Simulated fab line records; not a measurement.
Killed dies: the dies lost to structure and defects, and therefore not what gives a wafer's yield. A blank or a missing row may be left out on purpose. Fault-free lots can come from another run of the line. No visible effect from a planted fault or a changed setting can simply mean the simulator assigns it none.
Struck lot and sound lot, side by side || flow sky130 || 16 steps out of a route of 708
Sound: these wafers, L622.4, L622.5, L622.6. Struck: wafer L627.5; the same lot's L627.4 was not struck, so it is left out; see the end for the cause.
Each step with rows lists, per side, the tool, then ch with its chambers, then its first start. Under that, the readings that differ: sound wafers || struck wafers || difference of the means || sigmas: that difference in standard deviations of wafers without a fault.
alike: same words and numbers on both sides, and readings whose means sit less than 2 such deviations apart. not compared: any withheld reading, any reading some wafer has no value for, any bound like >300 that may hide the same value, and any number with overlapping values for which the record gives no deviation.
Wherever a step has rows on one side only, a row that says differs or no value, or a row with sigmas, the two part there. When numbers do not overlap yet have no deviation, they are printed without sigmas and do not part them. A reading missing from all wafers of one side parts the sides only when that side holds two or more wafers.

first, 3 steps without rows for these wafers: SKY_METAL2_EXPOSE_12 (exposes mask MM2, target cd 140 nm); SKY_METAL2_PEB_13; SKY_METAL2_DEVELOP_14 (develop time 60 s).
SKY_METAL2_CD_MEAS_15: target cd 140 nm.
  sound on cd_sem-01 at day 38 08:21; struck on cd_sem-01 at day 40 05:16
{"reading": "cd_nm (nm)", "sound": "136.1 137.3 137.9", "struck": 142.1, "difference": "+5.0", "sigmas": "+3"}
SKY_METAL2_OVL_MEAS_16:
  sound on overlay-02 at day 38 08:26; struck on overlay-01 at day 40 05:20
  alike: METAL2_OVL
SKY_METAL2_DESCUM_17: chemistry O2, time 8 s.
  sound on rie_metal-04 ch 0,1, day 38 08:28; struck on rie_metal-04 ch 1, day 40 05:22
  alike: drypump_motor_current_A, oes_product_au
  not compared: rf_hours_counter_h
SKY_METAL2_ETCH_18: etches BARC in N2/H2, stops on SiO2, time 45.9 s, target depth 60 nm.
  sound on rie_metal-04 ch 0,1, day 38 08:30; struck on rie_metal-04 ch 1, day 40 05:25
  alike: drypump_motor_current_A, oes_product_au, throttle_valve_pct
  not compared: rf_hours_counter_h
SKY_METAL2_METAL_ETCH_19: etches the open film in Cl2/BCl3, stops on SiO2, target depth 360 nm, time 78 s.
  sound on rie_metal-04 ch 0,1, day 38 08:34; struck on rie_metal-04 ch 1, day 40 05:29
  alike: drypump_motor_current_A, oes_product_au, throttle_valve_pct
  not compared: rf_hours_counter_h
SKY_METAL2_STRIP_20: strips in O2/N2.
  sound on plasma_asher-02 ch 0,1, day 38 08:40; struck on plasma_asher-04 ch 1, day 40 05:35
  alike: drypump_motor_current_A, oes_product_au, strip_time_to_endpoint_s
  not compared: rf_hours_counter_h
then, 3 steps without rows for these wafers: SKY_METAL2_STRIP_21 (strips in post etch residue remover, time 1200 s); SKY_METAL2_CLEAN_22 (cleans in IPA, time 180 s); SKY_METAL2_CLEAN_23 (cleans in O3/DIW).
SKY_VIA2_HDPCVD_00: deposits SiO2, target thk 1180 nm, time 196.7 s.
  sound on hdpcvd-02 ch 0,1,2, day 38 09:18; struck on hdpcvd-02 ch 1, day 40 06:14
{"reading": "run_length_s (s)", "sound": "223.9 224.3 224.6", "struck": 201.9, "difference": -22.4, "sigmas": -37}
{"reading": "model.SiO2_of_VIA2_HDPCVD_00.thk_nm (nm)", "sound": "1159 1174 1178", "struck": 1043, "difference": -127, "sigmas": ""}
SKY_VIA2_THK_MEAS_01:
  sound on film_metro-04 at day 38 09:24; struck on film_metro-02 at day 40 06:20
{"reading": "VIA2_HDPCVD_THK (nm)", "sound": "1158 1173 1177", "struck": 1044, "difference": -125, "sigmas": -11}
SKY_VIA2_CMP_02: polishes SiO2.
  sound on cmp-02 ch 2,3, day 38 09:26; struck on cmp-01 ch 1, day 40 06:25
  alike: motor_current_A, retaining_ring_pressure_frac, slurry_filter_dp_kPa
then, 1 step without rows for these wafers: SKY_PAD_OPEN_PROBE_99.

== WHERE THEY PART ==
At SKY_METAL2_CD_MEAS_15 first; at SKY_VIA2_THK_MEAS_01 last (within this record only). Later steps at which nothing parts them and some readings are alike: SKY_VIA2_CMP_02.

WHY: what the simulator had put in
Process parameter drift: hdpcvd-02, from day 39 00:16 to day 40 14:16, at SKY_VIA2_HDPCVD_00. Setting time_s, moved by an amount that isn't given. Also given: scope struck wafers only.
